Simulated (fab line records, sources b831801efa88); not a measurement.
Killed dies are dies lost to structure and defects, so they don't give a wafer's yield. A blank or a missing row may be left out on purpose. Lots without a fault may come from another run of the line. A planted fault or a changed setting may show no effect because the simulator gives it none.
One fault seen from 2 desks | flow sky130 | each desk has only its own numbers; what lay behind them comes last

THE METROLOGY DESK
What the gauges read, lot by lot, whatever tool the lot ran on: means of the sampled wafers that have a number. A lot is out of limits, marked OUT, if its mean lies more than 4 standard deviations from the usual mean; the brackets give that distance.
Columns: A = METAL3_OVL at SKY_METAL3_OVL_MEAS_14, usual 1 nm; B = CAP2M_CVD_00_THK at SKY_CAP2M_THK_MEAS_01, usual 15.51 nm
lot  | first seen here | A  | B
L694 | day 38 13:31    | 4  | 15.50
L695 | day 39 01:42    | -4 | 15.62
L696 | day 39 08:16    | -1 | 15.43
L697 | day 39 10:01    | 3  | 15.62
L698 | day 39 19:19    | -6 | -
L699 | day 40 03:43    | 3  | -
L707 | day 42 16:37    | 7  | 15.30
L709 | day 43 02:54    | 1  | 15.42
L710 | day 43 11:19    | 0  | 15.70
L712 | day 44 02:01    | 2  | 15.71
L713 | day 44 02:22    | -6 | 15.38
L714 | day 44 03:43    | 2  | 15.36
L715 | day 44 17:25    | 9  | 15.45
L716 | day 44 19:19    | 4  | 15.65
This desk's finding: nothing out of limits on any of the 14 lots.

THE TOOL OWNER'S DESK: rie_diel-03
The tool's own readings at SKY_VIA3_ETCH_15 (etches SiO2 in C4F8/O2/Ar, stops on TiN, target depth 507 nm, time 78 s): means of the sampled wafers that have a number, for each lot that ran on this tool. A lot is out of limits, marked OUT, if its mean lies more than 4 standard deviations from the usual mean; the brackets give that distance.
Columns: A = bias_w at SKY_VIA3_ETCH_15, usual 1200 W; B = chamber_pressure_mTorr at SKY_VIA3_ETCH_15, usual 40.00 mTorr; C = oes_product_au at SKY_VIA3_ETCH_15, usual 0.945 a.u.
lot  | first seen here | A    | B     | C
L694 | day 39 16:14    | 1204 | 40.01 | 0.945
L712 | day 45 02:03    | 1193 | 40.00 | 0.949
L713 | day 45 02:26    | 1201 | 40.00 | 0.950
This desk's finding: nothing out of limits on any of the 3 lots.

PUT TOGETHER
The metrology desk saw nothing out of limits.
The tool owner's desk saw nothing out of limits.

WHAT THE SIMULATOR HAD PUT IN
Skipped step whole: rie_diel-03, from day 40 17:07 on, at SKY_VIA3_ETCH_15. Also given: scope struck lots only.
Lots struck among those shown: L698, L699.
